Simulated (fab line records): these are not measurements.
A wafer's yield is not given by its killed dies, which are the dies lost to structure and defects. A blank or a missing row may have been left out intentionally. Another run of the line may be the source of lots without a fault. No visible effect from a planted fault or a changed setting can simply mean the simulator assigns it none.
Shared-tool check | flow gf180mcu | 12 lots and 36 wafers in the sample

## REASON IT WAS OPENED
2 of 12 lots carry a flag on the reading CONTACT_CVD_00_THK at GF_CONTACT_THK_MEAS_01. No-fault wafers: 300 nm, standard deviation 4.6.
Rule: a lot is flagged when every wafer of it that has a number lies more than 4 standard deviations from that mean, or none has a number. As for the other lots, they are considered sound.

lot  | measured     | on            | CONTACT_CVD_00_THK (nm), wafer by wafer | flag
L576 | day 15 05:27 | film metro-01 | 304 297 307                             |
L580 | day 16 17:16 | film metro-01 | 444 448 452                             | FLAGGED
L581 | day 17 03:31 | film metro-01 | 447 444 452                             | FLAGGED
L584 | day 18 03:04 | film metro-02 | 301 303 297                             |
L588 | day 19 17:50 | film metro-02 | 299 302 295                             |
L590 | day 20 13:17 | film metro-02 | 308 304 301                             |
L591 | day 20 18:56 | film metro-04 | 303 295 296                             |
L592 | day 21 05:28 | film metro-01 | 300 293 292                             |
L594 | day 22 01:04 | film metro-02 | 296 302 295                             |
L595 | day 22 05:55 | film metro-01 | 309 302 302                             |
L597 | day 22 18:19 | film metro-01 | 307 307 308                             |
L599 | day 23 15:18 | film metro-01 | 302 299 311                             |
The numbers of the flagged lots are 448 nm on average: +148 nm against the usual, or +32 standard deviations.

## WHICH TOOL RAN EACH LOT
Before the reading, the record contains 2 process steps out of a 602-step route. Cell contents, in order: the tool; ch with the chambers the sampled wafers went through; the start.
lot  | flag    | GF_SALICIDE_RTA_06               | GF_CONTACT_CVD_00
L576 |         | rtp anneal-01 ch 0, day 15 05:01 | hdpcvd-01 ch 0,1, day 15 05:25
L580 | FLAGGED | rtp anneal-02 ch 0, day 16 16:51 | hdpcvd-02 ch 0,1,2, day 16 17:13
L581 | FLAGGED | rtp anneal-01 ch 0, day 17 03:11 | hdpcvd-02 ch 0,1,2, day 17 03:29
L584 |         | rtp anneal-01 ch 0, day 18 02:43 | hdpcvd-01 ch 0,1,2, day 18 03:01
L588 |         | rtp anneal-01 ch 0, day 19 17:30 | hdpcvd-02 ch 0,1, day 19 17:48
L590 |         | rtp anneal-01 ch 0, day 20 12:58 | hdpcvd-01 ch 0,1, day 20 13:14
L591 |         | rtp anneal-01 ch 0, day 20 18:37 | hdpcvd-02 ch 0,1,2, day 20 18:53
L592 |         | rtp anneal-02 ch 0, day 21 05:08 | hdpcvd-02 ch 0,1,2, day 21 05:25
L594 |         | rtp anneal-02 ch 0, day 22 00:44 | hdpcvd-02 ch 0,2, day 22 00:59
L595 |         | rtp anneal-02 ch 0, day 22 05:35 | hdpcvd-02 ch 0,1,2, day 22 05:51
L597 |         | rtp anneal-01 ch 0, day 22 17:59 | hdpcvd-02 ch 0,1, day 22 18:16
L599 |         | rtp anneal-02 ch 0, day 23 14:58 | hdpcvd-01 ch 0,1,2, day 23 15:16
These steps, and what they do:
- GF_SALICIDE_RTA_06: time 30 s.
- GF_CONTACT_CVD_00: deposits SiO2, target thk 300 nm, time 50 s.
- GF_CONTACT_THK_MEAS_01

## FLAGGED OVER TOTAL, TOOL BY TOOL (the gauges that took the reading come last)
step                   | tool          | lots run | flagged | share of the flagged lots | sound lots run after its first flagged lot
GF_SALICIDE_RTA_06     | rtp anneal-01 | 7        | 1       | some                      | 5 (L584,L588,L590,L591,L597)
GF_SALICIDE_RTA_06     | rtp anneal-02 | 5        | 1       | some                      | 4 (L592,L594,L595,L599)
GF_CONTACT_CVD_00      | hdpcvd-01     | 4        | 0       | none                      | -
GF_CONTACT_CVD_00      | hdpcvd-02     | 8        | 2       | all                       | 6 (L588,L591,L592,L594,L595,L597)
GF_CONTACT_THK_MEAS_01 | film metro-01 | 7        | 2       | all                       | 4 (L592,L595,L597,L599)
GF_CONTACT_THK_MEAS_01 | film metro-02 | 4        | 0       | none                      | -
GF_CONTACT_THK_MEAS_01 | film metro-04 | 1        | 0       | none                      | -

## THE TABLE: WHAT IT ALLOWS
2 rows of the table ran every flagged lot: hdpcvd-02 at GF_CONTACT_CVD_00, film metro-01 at GF_CONTACT_THK_MEAS_01.
- hdpcvd-02 at GF_CONTACT_CVD_00 ran 8 lots, 2 of them flagged. Sound lots ran on it after the first flagged one (L588, L591, L592, L594, L595, L597), which a lasting fault on the whole tool wouldn't allow. Its own readings lie more than 4 standard deviations out on every wafer of the flagged lots: sih4 flow sccm.
- film metro-01 at GF_CONTACT_THK_MEAS_01 ran 7 lots, 2 of them flagged. Sound lots ran on it after the first flagged one (L592, L595, L597, L599), which a lasting fault on the whole tool wouldn't allow.
There is no row in the table that ran each flagged lot and no sound lot after the first.

## WHAT THE SIMULATOR HAD PUT IN
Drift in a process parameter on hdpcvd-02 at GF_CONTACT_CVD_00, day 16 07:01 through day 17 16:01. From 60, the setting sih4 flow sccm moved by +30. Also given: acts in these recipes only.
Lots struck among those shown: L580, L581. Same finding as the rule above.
